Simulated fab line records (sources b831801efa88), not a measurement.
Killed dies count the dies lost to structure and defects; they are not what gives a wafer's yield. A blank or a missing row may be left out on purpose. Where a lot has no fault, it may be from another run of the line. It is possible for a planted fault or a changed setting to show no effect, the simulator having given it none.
fab line records | flow sky130
[record] lots = 6 wafers = 18 last_day = 50
route steps=708 shown SONOS_TUNNEL@156 SONOS_ONO@168 PAD_OPEN@708
lots with no fault: from the same line, run without faults
start_h: hours from the record's opening day to when the first of the lot's shown wafers began | wait_h: hours from the lot's prior step to this one | " as in the row above | L1.1+2: several wafers, shown together as one row | - value missing, or start not given | * or withheld: withheld | < > ~ a bound
route shown NAME@n: NAME is a module with steps in the file, n the number in the route of the first one | usual: mean/standard deviation taken from wafers without a fault | same: alike in all rows | chamber/n: place in a boat | sites: each site's reading | _std_site: standard deviation across them | _edge_site: mean of outer sites minus mean of inner sites | radius_mm: how far each site lies from the wafer's centre | mask NAME#n: copy n | behind: the most recent tool/chamber to have shaped the wafer | hold: what put the lot on hold/how long, in hours/how the hold closed | device: transistor that didn't switch, given as n, p or np | end of line: the route-end tests of the same wafers | step lacking rows: just its recipe | killed: dies lost to structure and defects at the first sort, not the wafer's yield | map: dies across one wafer; x = killed, . = not, _ = none there
set.NAME: the setting that was run; set.NAME@STEP: the one run at that earlier step | model.NAME: the simulator's own value behind a step, which no gauge read
a table for each step, a row for each wafer; lots at some steps of the route
services: the hour from which a tool's chamber was out of use, counted from the record's first day as start_h (under 0 if before that day), plus the number of hours and why
[[steps]]
[step SKY_SONOS_TUNNEL_COAT_02]
[recipe] resist = NOVOLAK spin_rpm = 3000 resist_thk_nm = 1140
[step SKY_SONOS_TUNNEL_SOFTBAKE_03]
[recipe] temp_c = 90 time_s = 60 resist = NOVOLAK
[step SKY_SONOS_TUNNEL_EXPOSE_04]
[recipe] mask_id = TUNM na = 0.6 source_shape = conventional sigma_outer = 0.6 polarization = unpolarized target_cd_nm = 410 dose_mj = 136
[step SKY_SONOS_TUNNEL_PEB_05]
[recipe] temp_c = withheld time_s = * resist = NOVOLAK
[step SKY_SONOS_TUNNEL_DEVELOP_06]
[recipe] resist = NOVOLAK developer = TMAH develop_time_s = 60 dev_temp_c = 23
[step SKY_SONOS_TUNNEL_CD_MEAS_07]
[recipe] target_cd_nm = 410
[usual] cd_nm = 410.9/2.3
// columns lot.wafer tool chamber start_h wait_h cd_nm
L322.2 cd_sem-02 - 306.20 0.1 409.6
L322.5 " - " " 411.4
L322.6 " - " " 413.4
L323.2 cd_sem-01 - 319.70 0.1 411.4
L323.5 " - " " 411.9
L323.6 " - " " 411.7
L327.2 cd_sem-01 - 351.25 0.1 407.6
L327.5 " - " " 406.1
L327.6 " - " " 405.6
L328.1 cd_sem-02 - 353.73 0.1 413.2
L328.2 " - " " 411.8
L328.4 " - " " 414.0
L333.2 cd_sem-02 - 395.15 0.1 410.1
L333.3 " - " " 412.5
L333.5 " - " " 411.5
L337.1 cd_sem-01 - 428.03 0.1 409.4
L337.2 " - " " 411.5
L337.6 " - " " 411.3
[step SKY_SONOS_TUNNEL_OVL_MEAS_08]
[usual] SONOS_TUNNEL_OVL = -0.4/1.5
// columns lot.wafer tool chamber start_h wait_h SONOS_TUNNEL_OVL[nm]
L322.2 overlay-02 - 306.31 0.1 -2.7
L322.5 " - " " -1.8
L322.6 " - " " -2.2
L323.2 overlay-02 - 319.81 0.1 0.4
L323.5 " - " " 0.9
L323.6 " - " " 1.7
L327.2 overlay-01 - 351.36 0.1 -2.1
L327.5 " - " " -0.4
L327.6 " - " " -3.2
L328.1 overlay-01 - 353.85 0.1 -1.4
L328.2 " - " " -1.1
L328.4 " - " " -2.7
L333.2 overlay-02 - 395.26 0.1 -0.5
L333.3 " - " " -0.8
L333.5 " - " " -0.4
L337.1 overlay-01 - 428.15 0.1 -0.7
L337.2 " - " " -0.5
L337.6 " - " " 0.0
[step SKY_SONOS_TUNNEL_IMPLANT_09]
[recipe] species = B energy_kev = 20 dose_cm2 = 1e+12 tilt_deg = withheld
[step SKY_SONOS_TUNNEL_WET_ETCH_10]
[recipe] chemistry = dHF target_depth_nm = 14 target = SiO2 dilution = 100:1 temp_c = 25 time_s = 280
[step SKY_SONOS_TUNNEL_STRIP_11]
[recipe] chemistry = SPM time_s = 600 temp_c = 130
[step SKY_SONOS_TUNNEL_TW_MEAS_12]
[usual] SONOS_TUNNEL_TW = 197.8/1.5
// columns lot.wafer tool chamber start_h wait_h SONOS_TUNNEL_TW
L322.2 film_metro-04 - 306.85 0.0 200.0
L322.5 " - " " 199.5
L322.6 " - " " 200.1
L323.2 film_metro-02 - 320.31 0.0 196.2
L323.5 " - " " 195.9
L323.6 " - " " 196.5
L327.2 film_metro-04 - 351.81 0.0 199.7
L327.5 " - " " 199.3
L327.6 " - " " 199.5
L328.1 film_metro-02 - 354.30 0.0 196.0
L328.2 " - " " 196.7
L328.4 " - " " 196.4
L333.2 film_metro-04 - 395.72 0.0 198.1
L333.3 " - " " 199.0
L333.5 " - " " 199.3
L337.1 film_metro-04 - 428.60 0.0 198.2
L337.2 " - " " 199.1
L337.6 " - " " 198.5
[step SKY_SONOS_TUNNEL_CLEAN_13]
[recipe] chemistry = dHF time_s = 20 dilution = 100:1 dry = ipa_marangoni
[step SKY_SONOS_ONO_OXIDATION_00]
[recipe] temp_c = 800 ambient = O2 idle_temp_c = 700 ramp_up_c_per_min = 10 ramp_down_c_per_min = 3 stabilise_s = 600 purge_s = 300 target_thk_a = 26 ox_time_s = 1249
[usual] ox_time_s = 1249/0 spike_tc_upper_C = 799.8/1.3 zone_power_bottom_pct = 20.3/0.59 zone_power_lower_pct = 13.2/0.98
[same] stabilise_s = 600
// columns lot.wafer tool chamber start_h wait_h ox_time_s spike_tc_upper_C zone_power_bottom_pct zone_power_lower_pct model.SiO2_of_SONOS_ONO_OXIDATION_00.thk_nm
L322.2 furnace-02 0 308.08 1.2 1249 799.6 20.7 12.5 2.582
L322.5 " 0 " " 1249 801.5 20.7 12.4 2.616
L322.6 " 0 " " 1249 799.1 20.6 12.4 2.572
L323.2 furnace-01 0 321.14 0.8 1249 798.0 19.5 14.7 2.602
L323.5 " 0 " " 1249 799.7 19.7 14.5 2.568
L323.6 " 0 " " 1249 799.2 19.8 14.4 2.628
L327.2 furnace-02 0 351.87 0.0 1811.1 801.5 21.0 12.4 3.325
L327.5 " 0 " " 1811.1 800.2 20.9 12.3 3.344
L327.6 " 0 " " 1811.1 802.4 21.3 12.4 3.333
L328.1 furnace-02 0 354.39 0.0 1811.1 800.8 20.9 12.5 3.422
L328.2 " 0 " " 1811.1 801.4 20.4 12.6 3.412
L328.4 " 0 " " 1811.1 799.5 20.6 12.3 3.356
L333.2 furnace-01 0 398.72 2.9 1249 800.0 19.9 14.7 2.576
L333.3 " 0 " " 1249 797.4 19.5 14.6 2.627
L333.5 " 0 " " 1249 801.0 19.8 14.6 2.633
L337.1 furnace-01 0 430.13 1.5 1249 800.2 19.5 14.5 2.619
L337.2 " 0 " " 1249 797.7 19.7 14.5 2.607
L337.6 " 0 " " 1249 800.8 19.5 14.4 2.586
[step SKY_SONOS_ONO_THK_MEAS_01]
[recipe] reads = SiO2_of_SONOS_ONO_OXIDATION_00
[usual] SONOS_ONO_OXIDATION_THK = 2.59/0.055
// columns lot.wafer tool chamber start_h wait_h hold SONOS_ONO_OXIDATION_THK[nm]
L322.2 film_metro-04 - 309.43 0.0 - 2.61
L322.5 " - " " - 2.58
L322.6 " - " " - 2.64
L323.2 film_metro-04 - 322.49 0.0 - 2.65
L323.5 " - " " - 2.59
L323.6 " - " " - 2.67
L327.2 film_metro-03 - 353.23 0.0 await_dispo/0.2h/release 3.35
L327.5 " - " " await_dispo/0.2h/release 3.37
L327.6 " - " " await_dispo/0.2h/release 3.34
L327.2 film_metro-03 - 353.46 0.2 - 3.31
L327.5 " - " " - 3.35
L327.6 " - " " - 3.34
L328.1 film_metro-03 - 355.74 0.0 await_dispo/0.2h/release 3.42
L328.2 " - " " await_dispo/0.2h/release 3.44
L328.4 " - " " await_dispo/0.2h/release 3.33
L328.1 film_metro-03 - 355.97 0.2 - 3.38
L328.2 " - " " - 3.46
L328.4 " - " " - 3.41
L333.2 film_metro-03 - 400.08 0.0 - 2.61
L333.3 " - " " - 2.66
L333.5 " - " " - 2.64
L337.1 film_metro-03 - 431.47 0.0 - 2.62
L337.2 " - " " - 2.57
L337.6 " - " " - 2.56
[step SKY_PAD_OPEN_PROBE_99]
[usual] killed_at_M0_to_M3 = 45/7.2 killed_at_M4_up = 3.0/1.8 killed_at_contacts = 25/6.1 killed_at_front_end = 14/4.4 killed_at_other = 0.2/0.44 killed_dies = 88/10 killed_open = 48/7.4 killed_short = 40/6.3
[same] gross_dies = 492 killed_at_back_side = 0
// columns lot.wafer tool chamber start_h wait_h killed_at_M0_to_M3 killed_at_M4_up killed_at_contacts killed_at_front_end killed_at_other killed_dies killed_open killed_short model.etest.sonos_erased.drive_ua_um model.etest.sonos_uncharged.r_on_ohm_um model.etest.sonos_erased.vt_v model.etest.cap_ono.gate_log10_a_cm2 model.etest.cap_ono.gate_bv_v model.etest.cap_ono.tox_acc_nm model.etest.sonos_programmed.vt_v model.etest.sonos_baked.vt_less_v
L322.2 prober-01 - 1122.69 0.1 31 4 20 15 0 70 36 34 225.8 804.1 -2.33 -7.946 16.72 12.84 1.399 -0.4764
L322.5 prober-01 - 1122.84 0.2 57 0 21 15 0 93 46 47 186.6 797.9 -2.324 -7.784 16.52 12.71 1.52 -0.5069
L322.6 prober-01 - 1122.89 0.2 51 7 20 24 1 103 58 45 177.2 824 -2.284 -7.942 16.86 12.84 1.441 -0.4886
L323.2 prober-02 - 1133.30 0.1 42 2 21 18 0 83 49 34 218.2 825 -2.352 -7.656 16.44 12.68 1.554 -0.5292
L323.5 prober-02 - 1133.45 0.2 37 2 32 11 1 83 40 43 195.4 799.6 -2.402 -7.455 15.75 12.47 1.646 -0.5288
L323.6 prober-02 - 1133.50 0.2 58 2 24 11 0 95 51 44 190.6 809 -2.316 -7.731 16.31 12.71 1.522 -0.4677
L327.2 prober-02 - 1152.86 0.1 45 5 22 14 0 86 49 37 19.29 845.7 -0.371 -8.891 17.09 13.62 1.152 -0.2654
L327.5 prober-02 - 1153.01 0.2 36 2 33 18 0 89 49 40 18 868 -0.35 -8.91 16.71 13.63 1.164 -0.2662
L327.6 prober-02 - 1153.06 0.2 42 2 37 20 0 101 59 42 20.42 842.8 -0.3754 -8.902 17.14 13.58 1.151 -0.2718
L328.1 prober-01 - 1160.23 0.1 45 3 30 17 1 96 45 51 21.34 842.1 -0.3922 -8.83 17.35 13.61 1.054 -0.1961
L328.2 prober-01 - 1160.28 0.1 51 3 32 6 0 92 61 31 23.65 838.3 -0.4397 -8.842 17.26 13.62 1.08 -0.2428
L328.4 prober-01 - 1160.38 0.2 55 3 24 17 0 99 57 42 21.66 845.8 -0.4112 -9.058 17.71 13.74 1.063 -0.2595
L333.2 prober-01 - 1183.28 0.1 30 5 35 17 0 87 45 42 187.6 802.4 -2.291 -7.963 16.27 12.96 1.379 -0.4284
L333.3 prober-01 - 1183.33 0.2 50 4 21 19 1 95 50 45 185 825.3 -2.26 -8.012 16.27 12.96 1.405 -0.4503
L333.5 prober-01 - 1183.43 0.2 36 8 17 20 0 81 35 46 206.6 830.9 -2.268 -8.041 15.82 13.02 1.397 -0.4999
L337.1 prober-01 - 1197.56 0.1 46 2 35 13 0 96 51 45 171.8 816.7 -2.255 -7.924 16.32 12.89 1.432 -0.4923
L337.2 prober-01 - 1197.61 0.1 42 2 22 19 0 85 48 37 215.9 821.5 -2.293 -8.033 16.27 12.92 1.499 -0.5719
L337.6 prober-01 - 1197.81 0.2 45 1 36 15 0 97 49 48 201.5 808.8 -2.334 -7.713 15.79 12.75 1.528 -0.5592
// killed by level:class
L322.2 VIA1:geometric_particle:open=9 FIELD_ISO:geometric_particle:short=6 CONTACT:geometric_particle:short=6 CONTACT:geometric_particle:open=6 POLY_GATE:geometric_particle:short=4 LI_CONTACT:geometric_particle:open=4 METAL2:geometric_particle:short=4 VIA2:geometric_particle:open=3
L322.5 VIA3:geometric_particle:open=12 LI_CONTACT:geometric_particle:open=9 VIA1:geometric_particle:open=9 METAL2:geometric_particle:short=8 VIA2:geometric_particle:open=7 METAL1:geometric_particle:short=7 VIA1:geometric_particle:short=6 CONTACT:geometric_particle:short=5
L322.6 VIA1:geometric_particle:open=17 VIA3:geometric_particle:open=10 METAL1:geometric_particle:short=6 POLY_GATE:geometric_particle:short=6 FIELD_ISO:geometric_particle:short=5 LI_CONTACT:geometric_particle:open=5 VIA1:geometric_particle:short=4 LOCAL_INTERCONNECT:geometric_particle:short=4
L323.2 VIA3:geometric_particle:open=11 CONTACT:geometric_particle:open=8 VIA1:geometric_particle:open=8 POLY_GATE:geometric_particle:open=6 CONTACT:geometric_particle:short=6 METAL1:geometric_particle:short=6 FIELD_ISO:geometric_particle:short=5 VIA2:geometric_particle:open=5
L323.5 CONTACT:geometric_particle:open=11 METAL1:geometric_particle:short=9 CONTACT:geometric_particle:short=8 LI_CONTACT:geometric_particle:open=5 VIA1:geometric_particle:open=5 VIA2:geometric_particle:open=5 VIA3:geometric_particle:open=5 LI_CONTACT:geometric_particle:short=4
L323.6 VIA2:geometric_particle:open=11 VIA1:geometric_particle:open=9 VIA3:geometric_particle:open=9 CONTACT:geometric_particle:short=7 VIA1:geometric_particle:short=7 LI_CONTACT:geometric_particle:open=6 METAL3:geometric_particle:short=6 CONTACT:geometric_particle:open=5
L327.2 VIA1:geometric_particle:open=10 LI_CONTACT:geometric_particle:open=9 VIA1:geometric_particle:short=7 VIA2:geometric_particle:open=7 CONTACT:geometric_particle:open=6 VIA3:geometric_particle:open=6 METAL4:geometric_particle:short=5 FIELD_ISO:geometric_particle:open=4
L327.5 CONTACT:geometric_particle:open=13 FIELD_ISO:geometric_particle:open=8 VIA3:geometric_particle:open=7 FIELD_ISO:geometric_particle:short=6 LOCAL_INTERCONNECT:geometric_particle:short=6 LI_CONTACT:geometric_particle:open=5 CONTACT:geometric_particle:short=5 VIA2:geometric_particle:open=5
L327.6 CONTACT:geometric_particle:open=15 VIA1:geometric_particle:open=12 LI_CONTACT:geometric_particle:open=11 FIELD_ISO:geometric_particle:open=8 METAL1:geometric_particle:short=6 CONTACT:geometric_particle:short=6 VIA3:geometric_particle:open=6 LOCAL_INTERCONNECT:geometric_particle:short=5
L328.1 LI_CONTACT:geometric_particle:open=7 CONTACT:geometric_particle:open=7 VIA2:geometric_particle:open=7 VIA1:geometric_particle:short=7 VIA3:geometric_particle:open=7 FIELD_ISO:geometric_particle:short=6 CONTACT:geometric_particle:short=6 VIA1:geometric_particle:open=6
L328.2 VIA1:geometric_particle:open=13 VIA2:geometric_particle:open=11 CONTACT:geometric_particle:open=9 VIA3:geometric_particle:open=8 LI_CONTACT:geometric_particle:open=7 VIA1:geometric_particle:short=7 LOCAL_INTERCONNECT:geometric_particle:short=6 METAL2:geometric_particle:short=5
L328.4 VIA1:geometric_particle:open=12 VIA2:geometric_particle:open=10 LI_CONTACT:geometric_particle:open=8 VIA3:geometric_particle:open=8 CONTACT:geometric_particle:open=6 LOCAL_INTERCONNECT:geometric_particle:short=5 METAL2:geometric_particle:short=5 CONTACT:geometric_particle:short=5
L333.2 LI_CONTACT:geometric_particle:open=10 CONTACT:geometric_particle:open=9 FIELD_ISO:geometric_particle:open=7 LI_CONTACT:geometric_particle:short=7 VIA1:geometric_particle:open=6 VIA2:geometric_particle:open=5 FIELD_ISO:geometric_particle:short=4 LOCAL_INTERCONNECT:geometric_particle:short=4
L333.3 METAL1:geometric_particle:short=11 VIA1:geometric_particle:open=10 VIA3:geometric_particle:open=9 VIA2:geometric_particle:open=8 CONTACT:geometric_particle:open=7 LOCAL_INTERCONNECT:geometric_particle:short=5 LI_CONTACT:geometric_particle:open=4 POLY_GATE:geometric_particle:short=3
L333.5 VIA1:geometric_particle:open=8 FIELD_ISO:geometric_particle:short=7 METAL4:geometric_particle:short=7 METAL1:geometric_particle:short=6 METAL3:geometric_particle:short=6 CONTACT:geometric_particle:open=5 VIA3:geometric_particle:open=5 POLY_GATE:geometric_particle:open=4
L337.1 CONTACT:geometric_particle:open=12 METAL2:geometric_particle:short=9 VIA2:geometric_particle:open=8 CONTACT:geometric_particle:short=7 VIA1:geometric_particle:open=7 VIA3:geometric_particle:open=7 LI_CONTACT:geometric_particle:open=6 LOCAL_INTERCONNECT:geometric_particle:short=6
L337.2 VIA1:geometric_particle:open=13 VIA3:geometric_particle:open=8 LI_CONTACT:geometric_particle:open=7 POLY_GATE:geometric_particle:short=6 POLY_GATE:geometric_particle:open=6 CONTACT:geometric_particle:short=6 FIELD_ISO:geometric_particle:open=4 VIA2:geometric_particle:open=4
L337.6 CONTACT:geometric_particle:open=13 VIA1:geometric_particle:open=11 LOCAL_INTERCONNECT:geometric_particle:short=10 FIELD_ISO:geometric_particle:short=8 CONTACT:geometric_particle:short=6 VIA1:geometric_particle:short=6 VIA2:geometric_particle:open=6 VIA3:geometric_particle:short=5
[[services]]
// columns tool chamber start_h hours kind
furnace-01 - 286.45 3.4 pm
furnace-02 - 291.73 3.8 pm
furnace-01 - 381.03 3.8 pm
furnace-02 - 419.23 3.5 pm
[[key]]
[first_sign] step = SKY_SONOS_ONO_OXIDATION_00 reading = ox_time_s direction = up sigmas = 99+ usual = * struck = *
[effect] step = SKY_SONOS_ONO_THK_MEAS_01 reading = visit direction = added
[effect] step = SKY_SONOS_ONO_THK_MEAS_01 reading = SONOS_ONO_OXIDATION_THK direction = up sigmas = 14 usual = 2.59 struck = 3.38
[model_effect] step = SKY_SONOS_ONO_OXIDATION_00 value = SiO2_of_SONOS_ONO_OXIDATION_00.thk_nm without = 2.538 struck = 3.365
[model_effect] step = SKY_PAD_OPEN_PROBE_99 value = etest.sonos_erased.drive_ua_um without = 188.8 struck = 20.73
met_at SKY_SONOS_ONO_OXIDATION_00
struck_wafers L327.2,L327.5,L327.6,L328.1,L328.2,L328.4
tester_left_out L327,L328
onset_between 308.08 351.87
[fault] kind = process_parameter_drift tool = furnace-02 chamber = - onset_h = 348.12 steps = SKY_SONOS_ONO_OXIDATION_00 channel = ox_time_s offset = * shape = step end_h = 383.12 acts_in = * stated = *
// tester_left_out: of these lots the tester's yield and bins aren't shown, on N5 and GAA mostly nor the transistor test; their killed dies are dies lost to structure and defects alone, not to doping, threshold or leakage, so they don't give the yield
